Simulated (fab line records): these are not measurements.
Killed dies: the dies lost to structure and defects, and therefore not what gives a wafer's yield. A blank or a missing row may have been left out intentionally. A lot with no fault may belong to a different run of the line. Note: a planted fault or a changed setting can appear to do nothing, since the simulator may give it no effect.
A single fault, viewed from 2 desks | flow gf180mcu | every desk sees just its own numbers, and what lay behind them comes last

## AT THE METROLOGY DESK
Means of the sampled wafers that have a number, per lot and without regard to the tool the lot ran on: this is what the gauges read. A lot is out of limits, marked OUT, if its mean lies more than 4 standard deviations from the usual mean; the brackets give that distance.
Columns: A = PASSIVATION_CVD_00_THK at GF_PASSIVATION_THK_MEAS_01, usual 995 nm; B = PASSIVATION_CVD_02_THK at GF_PASSIVATION_THK_MEAS_03, usual 700 nm
lot  | first seen here | A    | B
L304 | day 28 13:01    | 991  | 695
L309 | day 30 03:58    | 1003 | 686
L310 | day 30 11:13    | 1017 | 700
L315 | day 31 22:57    | 987  | 700
L317 | day 32 05:23    | 990  | 697
L318 | day 32 14:38    | 992  | 701
L319 | day 32 21:57    | 999  | 704
L320 | day 32 23:37    | 996  | 697
L322 | day 33 14:32    | 1006 | 710
L323 | day 33 19:37    | 986  | 705
L324 | day 33 22:22    | 989  | 692
L325 | day 34 00:08    | 997  | 704
This desk's finding: nothing out of limits on any of the 12 lots.

## AT THE TOOL OWNER'S DESK: pecvd-02
The tool's own readings at GF_PASSIVATION_CVD_00 (deposits SiO2 from TEOS, target thk 1000 nm, time 111.95 s): means of the sampled wafers that have a number, for each lot that ran on this tool. A lot is out of limits, marked OUT, if its mean lies more than 4 standard deviations from the usual mean; the brackets give that distance.
Columns: A = heater-power-outer-w at GF_PASSIVATION_CVD_00, usual 368 W; B = heater-power-w at GF_PASSIVATION_CVD_00, usual 630 W; C = rf-fwd-power-W at GF_PASSIVATION_CVD_00, usual 596.0 W
lot  | first seen here | A   | B   | C
L309 | day 30 03:53    | 371 | 614 | 626.4 (+14) OUT
L310 | day 30 11:07    | 380 | 600 | 627.0 (+15) OUT
L323 | day 33 19:32    | 390 | 647 | 596.7
L324 | day 33 22:16    | 392 | 634 | 597.6
L325 | day 34 00:04    | 407 | 657 | 594.8
This desk finds L309, L310 out of limits, L309 being first, at day 30 03:53 (rf-fwd-power-W at GF_PASSIVATION_CVD_00). L323, L324, L325: within limits.

## ALL TOGETHER
An alarm could have come from the tool owner's desk at day 30 03:53, on L309, L310.
Nothing out of limits was seen by the metrology desk.
The metrology desk has L309, L310 on record, within its limits.
On pecvd-02, each named lot ran GF_PASSIVATION_CVD_00.

## WHAT THE SIMULATOR PUT IN
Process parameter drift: pecvd-02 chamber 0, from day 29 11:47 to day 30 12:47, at GF_PASSIVATION_CVD_00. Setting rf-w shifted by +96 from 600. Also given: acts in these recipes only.
Shown lots that were struck: L309, L310.
How many hours passed from the start of the fault until each desk's first out-of-limits reading: the tool owner's desk, 16.
